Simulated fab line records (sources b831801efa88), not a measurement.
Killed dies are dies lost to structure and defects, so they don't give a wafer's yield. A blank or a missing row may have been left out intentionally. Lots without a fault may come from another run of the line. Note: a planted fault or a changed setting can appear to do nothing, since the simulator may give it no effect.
Chamber matching :: flow sky130 :: SKY_VIA3_ETCH_15 on rie diel-04: 4 sister chambers
The step etches SiO2 in C4F8/O2/Ar, stops on TiN, target depth 507 nm, time 78 s. 4 wafers are shown with their chamber, then 8 later ones without.

## WAFERS, EACH WITH ITS CHAMBER
wafer: L083.2
chamber: 0
oes product au (a.u.): 0.943

wafer: L083.4
chamber: 1
oes product au (a.u.): 0.946

wafer: L083.6
chamber: 2
oes product au (a.u.): 0.944

wafer: L084.1
chamber: 3
oes product au (a.u.): 0.955

## WAFERS WITH NO CHAMBER GIVEN
wafer: L084.4
oes product au (a.u.): 0.937

wafer: L084.6
oes product au (a.u.): 0.933

wafer: L089.2
oes product au (a.u.): 0.948

wafer: L089.5
oes product au (a.u.): 0.947

wafer: L089.6
oes product au (a.u.): 0.948

wafer: L092.2
oes product au (a.u.): 0.950

wafer: L092.4
oes product au (a.u.): 0.951

wafer: L092.5
oes product au (a.u.): 0.942

## WHICH CHAMBER EACH WENT THROUGH
wafer: L084.4
from the rows above: can't be placed: 0 or 2 or 1
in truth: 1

wafer: L084.6
from the rows above: can't be placed: 0 or 2 or 1
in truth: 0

wafer: L089.2
from the rows above: can't be placed: 1 or 2 or 0 or 3
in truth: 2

wafer: L089.5
from the rows above: can't be placed: 1 or 2 or 0 or 3
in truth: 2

wafer: L089.6
from the rows above: can't be placed: 1 or 2 or 0 or 3
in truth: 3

wafer: L092.2
from the rows above: can't be placed: 1 or 3 or 2 or 0
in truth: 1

wafer: L092.4
from the rows above: can't be placed: 3 or 1 or 2 or 0
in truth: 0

wafer: L092.5
from the rows above: can't be placed: 0 or 2 or 1
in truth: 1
0 of 8 placed correctly. Can't be placed from these rows: 8 (the true chamber is among the candidates in 8). Placed wrongly: 0.
How it was worked out, from the rows above alone: a wafer's distance from a chamber is the root of the sum, over the readings, of the square of ((its reading less the chamber's mean) divided by the reading's scatter). If the next closest chamber is less than 2 further off than the closest, the wafer can't be placed; otherwise it belongs to the closest. For every chamber, the mean is computed from those of its wafers that are shown. The scatter: with one shown wafer a chamber, the root of the mean of the squares of how far each hidden wafer lies from its nearest shown one.
